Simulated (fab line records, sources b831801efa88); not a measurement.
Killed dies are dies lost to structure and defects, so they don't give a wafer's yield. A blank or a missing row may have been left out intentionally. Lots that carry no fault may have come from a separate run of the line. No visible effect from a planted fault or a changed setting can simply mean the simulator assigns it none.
Which tool was responsible? || flow sky130 || 12 lots with 35 wafers sampled at 3 steps, on a route of 708 steps

== WHAT THE GAUGES READ, wafer by wafer ==
SKY_CAPM_THK_MEAS_04: measures by xrf.
{"lot": "L111", "measured": "day 36 12:29", "on": "film metro-01", "CAPM_TIN_THK (nm)": "197.3 199.2 198.9"}
{"lot": "L110", "measured": "day 36 12:44", "on": "film metro-02", "CAPM_TIN_THK (nm)": "202.9 201.8 203.2"}
{"lot": "L113", "measured": "day 37 06:10", "on": "film metro-04", "CAPM_TIN_THK (nm)": "202.3 198.1 200.6"}
{"lot": "L114", "measured": "day 37 17:28", "on": "film metro-01", "CAPM_TIN_THK (nm)": "197.0 198.7 199.8"}
{"lot": "L115", "measured": "day 37 20:04", "on": "film metro-04", "CAPM_TIN_THK (nm)": "198.8 206.0 203.0"}
{"lot": "L118", "measured": "day 38 15:01", "on": "film metro-01", "CAPM_TIN_THK (nm)": "199.6 199.5 194.1"}
{"lot": "L119", "measured": "day 39 04:47", "on": "film metro-02", "CAPM_TIN_THK (nm)": "202.7 205.4 202.0"}
{"lot": "L120", "measured": "day 39 12:27", "on": "film metro-02", "CAPM_TIN_THK (nm)": "199.9 200.4 199.6"}
{"lot": "L121", "measured": "day 39 20:23", "on": "film metro-01", "CAPM_TIN_THK (nm)": "201.1 202.5 201.6"}
{"lot": "L123", "measured": "day 40 03:11", "on": "film metro-02", "CAPM_TIN_THK (nm)": "200.2 200.9 199.3"}
{"lot": "L122", "measured": "day 40 15:44", "on": "film metro-02", "CAPM_TIN_THK (nm)": "203.2 205.9 201.1"}
{"lot": "L124", "measured": "day 40 19:12", "on": "film metro-01", "CAPM_TIN_THK (nm)": "199.4 199.3"}

SKY_VIA3_OVL_MEAS_13.
{"lot": "L111", "measured": "day 39 19:27", "on": "overlay-02", "VIA3_OVL (nm)": "-10 -4 -3"}
{"lot": "L110", "measured": "day 39 19:31", "on": "overlay-01", "VIA3_OVL (nm)": "-2 -6 0"}
{"lot": "L113", "measured": "day 40 11:04", "on": "overlay-01", "VIA3_OVL (nm)": "6 -1 7"}
{"lot": "L114", "measured": "day 40 22:16", "on": "overlay-01", "VIA3_OVL (nm)": "-10 -3 -9"}
{"lot": "L115", "measured": "day 41 01:19", "on": "overlay-01", "VIA3_OVL (nm)": "-9 -10 -5"}
{"lot": "L118", "measured": "day 41 18:47", "on": "overlay-01", "VIA3_OVL (nm)": "-13 -18 -13"}
{"lot": "L119", "measured": "day 42 07:31", "on": "overlay-01", "VIA3_OVL (nm)": "-4 -4 -4"}
{"lot": "L120", "measured": "day 42 15:47", "on": "overlay-02", "VIA3_OVL (nm)": "-7 -10 -5"}
{"lot": "L121", "measured": "day 42 23:20", "on": "overlay-02", "VIA3_OVL (nm)": "-10 1 -1"}
{"lot": "L123", "measured": "day 43 04:33", "on": "overlay-01", "VIA3_OVL (nm)": "13 4 10"}
{"lot": "L122", "measured": "day 43 15:29", "on": "overlay-02", "VIA3_OVL (nm)": "-8 -15 -12"}
{"lot": "L124", "measured": "day 43 19:25", "on": "overlay-02", "VIA3_OVL (nm)": "-1 2"}

== TOOL THAT RAN EACH LOT (tool first, then ch and the chambers of the sampled wafers, then the start) ==
{"lot": "L111", "SKY_VIA3_CMP_02": "cmp-02 ch 2,3, day 38 18:13"}
{"lot": "L110", "SKY_VIA3_CMP_02": "cmp-01 ch 0,1, day 38 18:21"}
{"lot": "L113", "SKY_VIA3_CMP_02": "cmp-02 ch 1,2,3, day 39 09:50"}
{"lot": "L114", "SKY_VIA3_CMP_02": "cmp-01 ch 0,1,3, day 39 21:42"}
{"lot": "L115", "SKY_VIA3_CMP_02": "cmp-02 ch 2,3, day 40 00:37"}
{"lot": "L118", "SKY_VIA3_CMP_02": "cmp-01 ch 0,1,3, day 40 18:20"}
{"lot": "L119", "SKY_VIA3_CMP_02": "cmp-01 ch 2,3, day 41 07:28"}
{"lot": "L120", "SKY_VIA3_CMP_02": "cmp-02 ch 2,3, day 41 15:32"}
{"lot": "L121", "SKY_VIA3_CMP_02": "cmp-02 ch 0,1,3, day 41 23:12"}
{"lot": "L123", "SKY_VIA3_CMP_02": "cmp-02 ch 1,2, day 42 05:05"}
{"lot": "L122", "SKY_VIA3_CMP_02": "cmp-02 ch 0,1,2, day 42 16:34"}
{"lot": "L124", "SKY_VIA3_CMP_02": "cmp-02 ch 2, day 42 20:19"}
- SKY_VIA3_CMP_02: polishes SiO2.

== WHAT THE TOOLS THEMSELVES READ (means of the sampled wafers that have a number; where no wafer has one, the mark that the record gives instead) ==
SKY_VIA3_CMP_02.
{"lot": "L111", "tool": "cmp-02", "head pressure psi (psi)": 4.009, "motor current A (A)": 12.0}
{"lot": "L110", "tool": "cmp-01", "head pressure psi (psi)": 3.996, "motor current A (A)": 11.9}
{"lot": "L113", "tool": "cmp-02", "head pressure psi (psi)": 4.006, "motor current A (A)": 11.8}
{"lot": "L114", "tool": "cmp-01", "head pressure psi (psi)": 4.002, "motor current A (A)": 13.1}
{"lot": "L115", "tool": "cmp-02", "head pressure psi (psi)": 3.994, "motor current A (A)": 11.9}
{"lot": "L118", "tool": "cmp-01", "head pressure psi (psi)": 4.001, "motor current A (A)": 13.2}
{"lot": "L119", "tool": "cmp-01", "head pressure psi (psi)": 3.999, "motor current A (A)": 13.6}
{"lot": "L120", "tool": "cmp-02", "head pressure psi (psi)": 4.000, "motor current A (A)": 12.0}
{"lot": "L121", "tool": "cmp-02", "head pressure psi (psi)": 4.005, "motor current A (A)": 11.0}
{"lot": "L123", "tool": "cmp-02", "head pressure psi (psi)": 3.990, "motor current A (A)": 10.9}
{"lot": "L122", "tool": "cmp-02", "head pressure psi (psi)": 4.005, "motor current A (A)": 11.2}
{"lot": "L124", "tool": "cmp-02", "head pressure psi (psi)": 3.993, "motor current A (A)": 12.2}

== THE ANSWER, worked out from the rows above alone ==
Rule: the usual values come from the lots themselves. Put in order of their means at a reading, lots are off if they are a third of the lots or fewer, leave a main group of 4 or more, and stand apart from it by a gap of 3 or more times the standard deviation of the main group's means; of several such gaps the widest counts. If all means in a main group match to the digits the tables above print for the reading, that group is not used. Also off: a lot with no number at a reading for which 4 or more lots have one. All remaining lots with rows at the step are treated as sound. First the gauges in route order, then the tools' own readings, where a lot's mean is used as printed above. At the first step where some lot is off, the reading lying furthest off is the one used; lots without a number count as furthest.
None of the lots is off at any reading shown; this tells nothing.

== WHAT THE SIMULATOR PUT IN ==
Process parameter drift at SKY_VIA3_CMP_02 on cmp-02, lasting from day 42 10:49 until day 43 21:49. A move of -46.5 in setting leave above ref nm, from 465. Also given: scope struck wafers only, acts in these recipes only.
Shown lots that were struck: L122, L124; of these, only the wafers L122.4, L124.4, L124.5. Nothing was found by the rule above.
